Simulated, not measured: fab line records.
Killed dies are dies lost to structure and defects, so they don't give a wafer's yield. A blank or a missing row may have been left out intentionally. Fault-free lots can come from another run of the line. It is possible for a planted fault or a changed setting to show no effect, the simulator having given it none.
Which of the tools did it? || flow gf180mcu || 12 lots, 36 wafers sampled, at 5 steps of a route of 602

## WHAT THE GAUGES READ, wafer by wafer
GF_MVSD_TW_MEAS_11.
{"lot": "L301", "measured": "day 4 12:07", "on": "film_metro-03", "MVSD_TW": "1586 1580 1586"}
{"lot": "L302", "measured": "day 4 14:58", "on": "film_metro-01", "MVSD_TW": "1563 1564 1566"}
{"lot": "L305", "measured": "day 5 08:37", "on": "film_metro-03", "MVSD_TW": "1594 1593 1593"}
{"lot": "L306", "measured": "day 5 15:13", "on": "film_metro-01", "MVSD_TW": "1560 1552 1575"}
{"lot": "L310", "measured": "day 6 15:54", "on": "film_metro-03", "MVSD_TW": "1590 1589 1594"}
{"lot": "L312", "measured": "day 7 01:26", "on": "film_metro-03", "MVSD_TW": "1598 1594 1596"}
{"lot": "L314", "measured": "day 7 15:54", "on": "film_metro-01", "MVSD_TW": "1570 1570 1569"}
{"lot": "L315", "measured": "day 7 21:01", "on": "film_metro-03", "MVSD_TW": "1589 1603 1608"}
{"lot": "L317", "measured": "day 8 07:25", "on": "film_metro-03", "MVSD_TW": "1591 1593 1600"}
{"lot": "L321", "measured": "day 9 11:46", "on": "film_metro-01", "MVSD_TW": "1567 1574 1563"}
{"lot": "L322", "measured": "day 9 13:28", "on": "film_metro-03", "MVSD_TW": "1583 1587 1587"}
{"lot": "L323", "measured": "day 9 18:35", "on": "film_metro-03", "MVSD_TW": "1588 1588 1591"}

GF_DUAL_GATE_THK_MEAS_03.
{"lot": "L301", "measured": "day 7 16:19", "on": "film_metro-02", "DUAL_GATE_OXIDATION_00_THK (nm)": "10.76 10.82 10.79"}
{"lot": "L302", "measured": "day 7 20:54", "on": "film_metro-02", "DUAL_GATE_OXIDATION_00_THK (nm)": "10.81 11.08 10.82"}
{"lot": "L305", "measured": "day 8 19:29", "on": "film_metro-02", "DUAL_GATE_OXIDATION_00_THK (nm)": "10.70 10.64 10.59"}
{"lot": "L306", "measured": "day 9 00:21", "on": "film_metro-02", "DUAL_GATE_OXIDATION_00_THK (nm)": "10.79 10.70 10.87"}
{"lot": "L310", "measured": "day 10 06:39", "on": "film_metro-01", "DUAL_GATE_OXIDATION_00_THK (nm)": "10.19 10.07 10.39 10.21 10.02 10.40"}
{"lot": "L312", "measured": "day 10 16:46", "on": "film_metro-02", "DUAL_GATE_OXIDATION_00_THK (nm)": "10.40 10.57 10.45"}
{"lot": "L314", "measured": "day 11 09:34", "on": "film_metro-01", "DUAL_GATE_OXIDATION_00_THK (nm)": "10.92 10.99 10.88"}
{"lot": "L315", "measured": "day 11 15:48", "on": "film_metro-02", "DUAL_GATE_OXIDATION_00_THK (nm)": "10.63 10.78 10.80"}
{"lot": "L317", "measured": "day 12 04:04", "on": "film_metro-01", "DUAL_GATE_OXIDATION_00_THK (nm)": "11.11 11.14 10.96"}
{"lot": "L321", "measured": "day 13 12:33", "on": "film_metro-02", "DUAL_GATE_OXIDATION_00_THK (nm)": "11.27 11.34 10.94"}
{"lot": "L322", "measured": "day 13 15:33", "on": "film_metro-02", "DUAL_GATE_OXIDATION_00_THK (nm)": "10.81 11.04 10.89"}
{"lot": "L323", "measured": "day 13 20:13", "on": "film_metro-01", "DUAL_GATE_OXIDATION_00_THK (nm)": "11.00 10.92 10.97"}

GF_PSD_TW_MEAS_11.
{"lot": "L301", "measured": "day 14 10:05", "on": "film_metro-02", "PSD_TW": "3213 3198 3205"}
{"lot": "L302", "measured": "day 14 16:32", "on": "film_metro-03", "PSD_TW": "3188 3185 3206"}
{"lot": "L305", "measured": "day 15 16:02", "on": "film_metro-03", "PSD_TW": "3203 3202 3189"}
{"lot": "L306", "measured": "day 15 23:40", "on": "film_metro-03", "PSD_TW": "3199 3220 3196"}
{"lot": "L310", "measured": "day 17 15:09", "on": "film_metro-03", "PSD_TW": "3209 3193 3231"}
{"lot": "L312", "measured": "day 18 02:19", "on": "film_metro-02", "PSD_TW": "3212 3201 3206"}
{"lot": "L314", "measured": "day 19 00:45", "on": "film_metro-02", "PSD_TW": "3178 3175 3160"}
{"lot": "L315", "measured": "day 19 12:01", "on": "film_metro-03", "PSD_TW": "3203 3189 3197"}
{"lot": "L317", "measured": "day 19 20:53", "on": "film_metro-02", "PSD_TW": "3183 3203 3173"}
{"lot": "L321", "measured": "day 21 15:58", "on": "film_metro-03", "PSD_TW": "3226 3219 3197"}
{"lot": "L322", "measured": "day 21 16:19", "on": "film_metro-04", "PSD_TW": "3148 3169 3156"}
{"lot": "L323", "measured": "day 22 03:25", "on": "film_metro-02", "PSD_TW": "3191 3201 3195"}

## WHAT TOOL EACH LOT RAN ON (gives the tool, then ch and the chambers of the sampled wafers, and finally the start)
{"lot": "L301", "GF_DUAL_GATE_OXIDATION_02": "furnace-02 ch 0, day 7 14:52", "GF_DUAL_GATE_STRIP_13": "plasma_asher-04 ch 0,1, day 8 08:31"}
{"lot": "L302", "GF_DUAL_GATE_OXIDATION_02": "furnace-02 ch 0, day 7 19:27", "GF_DUAL_GATE_STRIP_13": "plasma_asher-02 ch 0,1, day 8 12:26"}
{"lot": "L305", "GF_DUAL_GATE_OXIDATION_02": "furnace-02 ch 0, day 8 18:02", "GF_DUAL_GATE_STRIP_13": "plasma_asher-02 ch 1, day 9 12:17"}
{"lot": "L306", "GF_DUAL_GATE_OXIDATION_02": "furnace-02 ch 0, day 8 22:54", "GF_DUAL_GATE_STRIP_13": "plasma_asher-01 ch 0,1, day 9 17:46"}
{"lot": "L310", "GF_DUAL_GATE_OXIDATION_02": "furnace-02 ch 0, day 10 05:12", "GF_DUAL_GATE_STRIP_13": "plasma_asher-02 ch 0,1, day 11 00:44"}
{"lot": "L312", "GF_DUAL_GATE_OXIDATION_02": "furnace-02 ch 0, day 10 15:19", "GF_DUAL_GATE_STRIP_13": "plasma_asher-02 ch 0,1, day 11 11:32"}
{"lot": "L314", "GF_DUAL_GATE_OXIDATION_02": "furnace-01 ch 0, day 11 08:07", "GF_DUAL_GATE_STRIP_13": "plasma_asher-02 ch 0,1, day 12 05:16"}
{"lot": "L315", "GF_DUAL_GATE_OXIDATION_02": "furnace-01 ch 0, day 11 14:21", "GF_DUAL_GATE_STRIP_13": "plasma_asher-04 ch 1, day 12 11:20"}
{"lot": "L317", "GF_DUAL_GATE_OXIDATION_02": "furnace-01 ch 0, day 12 02:36", "GF_DUAL_GATE_STRIP_13": "plasma_asher-04 ch 0,1, day 12 22:50"}
{"lot": "L321", "GF_DUAL_GATE_OXIDATION_02": "furnace-02 ch 0, day 13 11:05", "GF_DUAL_GATE_STRIP_13": "plasma_asher-02 ch 0,1, day 14 08:58"}
{"lot": "L322", "GF_DUAL_GATE_OXIDATION_02": "furnace-02 ch 0, day 13 14:05", "GF_DUAL_GATE_STRIP_13": "plasma_asher-02 ch 0,1, day 14 12:10"}
{"lot": "L323", "GF_DUAL_GATE_OXIDATION_02": "furnace-01 ch 0, day 13 18:45", "GF_DUAL_GATE_STRIP_13": "plasma_asher-02 ch 0,1, day 14 17:35"}
- GF_DUAL_GATE_OXIDATION_02: stabilise 600 s, purge 300 s, target thk 10.887 nm.
- GF_DUAL_GATE_STRIP_13: strips in O2/N2.

## WHAT THE TOOLS THEMSELVES READ (means of the sampled wafers that have a number; where no wafer has one, the mark that the record gives instead)
GF_DUAL_GATE_OXIDATION_02.
{"lot": "L301", "tool": "furnace-02", "spike_tc_centre_C (C)": 900.9, "spike_tc_lower_C (C)": 899.8, "spike_tc_top_C (C)": 908.5, "spike_tc_upper_C (C)": 896.5, "tube_center_temp_C (C)": 900, "tube_center_temp_C_max": 902.7}
{"lot": "L302", "tool": "furnace-02", "spike_tc_centre_C (C)": 901.0, "spike_tc_lower_C (C)": 900.0, "spike_tc_top_C (C)": 909.0, "spike_tc_upper_C (C)": 896.6, "tube_center_temp_C (C)": 900, "tube_center_temp_C_max": 902.2}
{"lot": "L305", "tool": "furnace-02", "spike_tc_centre_C (C)": 900.8, "spike_tc_lower_C (C)": 901.0, "spike_tc_top_C (C)": 908.6, "spike_tc_upper_C (C)": 895.9, "tube_center_temp_C (C)": 900, "tube_center_temp_C_max": 902.5}
{"lot": "L306", "tool": "furnace-02", "spike_tc_centre_C (C)": 899.3, "spike_tc_lower_C (C)": 901.4, "spike_tc_top_C (C)": 908.7, "spike_tc_upper_C (C)": 896.7, "tube_center_temp_C (C)": 900, "tube_center_temp_C_max": 902.3}
{"lot": "L310", "tool": "furnace-02", "spike_tc_centre_C (C)": 897.1, "spike_tc_lower_C (C)": 896.9, "spike_tc_top_C (C)": 904.6, "spike_tc_upper_C (C)": 892.4, "tube_center_temp_C (C)": 895, "tube_center_temp_C_max": 897.8}
{"lot": "L312", "tool": "furnace-02", "spike_tc_centre_C (C)": 895.6, "spike_tc_lower_C (C)": 895.8, "spike_tc_top_C (C)": 904.6, "spike_tc_upper_C (C)": 891.6, "tube_center_temp_C (C)": 895, "tube_center_temp_C_max": 897.9}
{"lot": "L314", "tool": "furnace-01", "spike_tc_centre_C (C)": 900.3, "spike_tc_lower_C (C)": 901.7, "spike_tc_top_C (C)": 914.0, "spike_tc_upper_C (C)": 898.5, "tube_center_temp_C (C)": 900, "tube_center_temp_C_max": 902.1}
{"lot": "L315", "tool": "furnace-01", "spike_tc_centre_C (C)": 899.3, "spike_tc_lower_C (C)": 901.7, "spike_tc_top_C (C)": 913.7, "spike_tc_upper_C (C)": 898.8, "tube_center_temp_C (C)": 900, "tube_center_temp_C_max": 902.2}
{"lot": "L317", "tool": "furnace-01", "spike_tc_centre_C (C)": 899.5, "spike_tc_lower_C (C)": 900.7, "spike_tc_top_C (C)": 914.9, "spike_tc_upper_C (C)": 899.1, "tube_center_temp_C (C)": 900, "tube_center_temp_C_max": 902.1}
{"lot": "L321", "tool": "furnace-02", "spike_tc_centre_C (C)": 901.2, "spike_tc_lower_C (C)": 900.5, "spike_tc_top_C (C)": 909.4, "spike_tc_upper_C (C)": 896.8, "tube_center_temp_C (C)": 900, "tube_center_temp_C_max": 902.5}
{"lot": "L322", "tool": "furnace-02", "spike_tc_centre_C (C)": 900.7, "spike_tc_lower_C (C)": 900.9, "spike_tc_top_C (C)": 909.3, "spike_tc_upper_C (C)": 896.3, "tube_center_temp_C (C)": 900, "tube_center_temp_C_max": 902.1}
{"lot": "L323", "tool": "furnace-01", "spike_tc_centre_C (C)": 899.3, "spike_tc_lower_C (C)": 900.4, "spike_tc_top_C (C)": 914.6, "spike_tc_upper_C (C)": 899.5, "tube_center_temp_C (C)": 900, "tube_center_temp_C_max": 901.9}

GF_DUAL_GATE_STRIP_13.
{"lot": "L301", "tool": "plasma_asher-04", "drypump_motor_current_A (A)": 5.5, "heater_power_w (W)": 335, "oes_product_au (a.u.)": 0.717, "strip_time_to_endpoint_s (s)": 12.64}
{"lot": "L302", "tool": "plasma_asher-02", "drypump_motor_current_A (A)": 5.4, "heater_power_w (W)": 342, "oes_product_au (a.u.)": 0.713, "strip_time_to_endpoint_s (s)": 12.58}
{"lot": "L305", "tool": "plasma_asher-02", "drypump_motor_current_A (A)": 5.3, "heater_power_w (W)": 349, "oes_product_au (a.u.)": 0.719, "strip_time_to_endpoint_s (s)": 12.61}
{"lot": "L306", "tool": "plasma_asher-01", "drypump_motor_current_A (A)": 6.1, "heater_power_w (W)": 364, "oes_product_au (a.u.)": 0.711, "strip_time_to_endpoint_s (s)": 12.68}
{"lot": "L310", "tool": "plasma_asher-02", "drypump_motor_current_A (A)": 5.4, "heater_power_w (W)": 344, "oes_product_au (a.u.)": 0.716, "strip_time_to_endpoint_s (s)": 12.68}
{"lot": "L312", "tool": "plasma_asher-02", "drypump_motor_current_A (A)": 5.4, "heater_power_w (W)": 336, "oes_product_au (a.u.)": 0.712, "strip_time_to_endpoint_s (s)": 12.60}
{"lot": "L314", "tool": "plasma_asher-02", "drypump_motor_current_A (A)": 5.3, "heater_power_w (W)": 343, "oes_product_au (a.u.)": 0.713, "strip_time_to_endpoint_s (s)": 12.61}
{"lot": "L315", "tool": "plasma_asher-04", "drypump_motor_current_A (A)": 6.6, "heater_power_w (W)": 314, "oes_product_au (a.u.)": 0.718, "strip_time_to_endpoint_s (s)": 12.64}
{"lot": "L317", "tool": "plasma_asher-04", "drypump_motor_current_A (A)": 6.0, "heater_power_w (W)": 329, "oes_product_au (a.u.)": 0.713, "strip_time_to_endpoint_s (s)": 12.60}
{"lot": "L321", "tool": "plasma_asher-02", "drypump_motor_current_A (A)": 5.4, "heater_power_w (W)": 340, "oes_product_au (a.u.)": 0.721, "strip_time_to_endpoint_s (s)": 12.58}
{"lot": "L322", "tool": "plasma_asher-02", "drypump_motor_current_A (A)": 5.4, "heater_power_w (W)": 341, "oes_product_au (a.u.)": 0.714, "strip_time_to_endpoint_s (s)": 12.61}
{"lot": "L323", "tool": "plasma_asher-02", "drypump_motor_current_A (A)": 5.4, "heater_power_w (W)": 341, "oes_product_au (a.u.)": 0.716, "strip_time_to_endpoint_s (s)": 12.61}

## THE ANSWER, worked out from the rows above alone
Rule: the lots themselves supply what counts as usual. Put in order of their means at a reading, lots are off if they are a third of the lots or fewer, leave a main group of 4 or more, and stand apart from it by a gap of 3 or more times the standard deviation of the main group's means; of several such gaps the widest counts. Not used: any main group whose means are identical at the precision the tables above print for the reading. Also off: a lot with no number at a reading for which 4 or more lots have one. Where the step has rows for the other lots, those lots are counted as sound. Order of review: gauges by route order, followed by the tools' own readings, for which a lot's mean as printed above is used. The first step at which some lot is off is used, and at that step the reading that is off furthest; a lot without a number counts as furthest.
Off: L310, L312 (GF_DUAL_GATE_OXIDATION_02, tube_center_temp_C_max). The main group: mean 902.3, standard deviation 0.23.
If a tool, at that step or one of the process steps before it, ran each lot that is off and ran no sound lot following the first of them, it fits. No candidate that was tried fits.

## WHAT THE SIMULATOR HAD PUT IN
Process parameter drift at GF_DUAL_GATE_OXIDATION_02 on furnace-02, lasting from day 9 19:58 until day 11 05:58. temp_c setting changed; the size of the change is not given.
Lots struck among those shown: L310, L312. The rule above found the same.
